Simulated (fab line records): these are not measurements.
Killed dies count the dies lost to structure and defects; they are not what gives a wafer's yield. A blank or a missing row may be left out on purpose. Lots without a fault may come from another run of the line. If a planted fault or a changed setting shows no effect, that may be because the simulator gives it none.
Which tool was responsible? | flow gf180mcu | at 1 step of a route of 602, 7 lots with 21 wafers sampled

WHAT EACH GAUGE READ, for each wafer
GF_POLY_GATE_THK_MEAS_17.
lot  | measured     | on            | POLY_GATE_OXIDATION_THK (nm)
L465 | day 10 16:49 | film-metro-03 | 3.96 3.96 4.02
L466 | day 11 00:05 | film-metro-03 | 4.03 4.06 3.99
L468 | day 11 18:03 | film-metro-02 | 3.93 3.98 3.94
L475 | day 14 00:17 | film-metro-01 | 4.01 3.91 3.95
L477 | day 14 11:21 | film-metro-03 | 4.01 4.07 4.06
L479 | day 15 03:48 | film-metro-02 | 4.06 4.08 4.06
L481 | day 15 17:56 | film-metro-03 | 3.95 3.95 3.94

WHICH TOOL RAN EACH LOT (tool, then ch and the chambers of the sampled wafers, then the start)
The record shows no process step preceding these readings.

THE ANSWER, worked out from the rows above alone
Rule: what is usual is taken from the lots themselves. Put in order of their means at a reading, lots are off if they are a third of the lots or fewer, leave a main group of 4 or more, and stand apart from it by a gap of 3 or more times the standard deviation of the main group's means; of several such gaps the widest counts. A main group is skipped when, at the precision printed for the reading in the tables above, its means are all equal. A lot without any number at a reading at which 4 lots or more have one is off too. Any other lot the step has rows for is counted as sound.
No lot is off on any of the readings shown, so nothing can be concluded from this.

WHAT WAS PUT IN BY THE SIMULATOR
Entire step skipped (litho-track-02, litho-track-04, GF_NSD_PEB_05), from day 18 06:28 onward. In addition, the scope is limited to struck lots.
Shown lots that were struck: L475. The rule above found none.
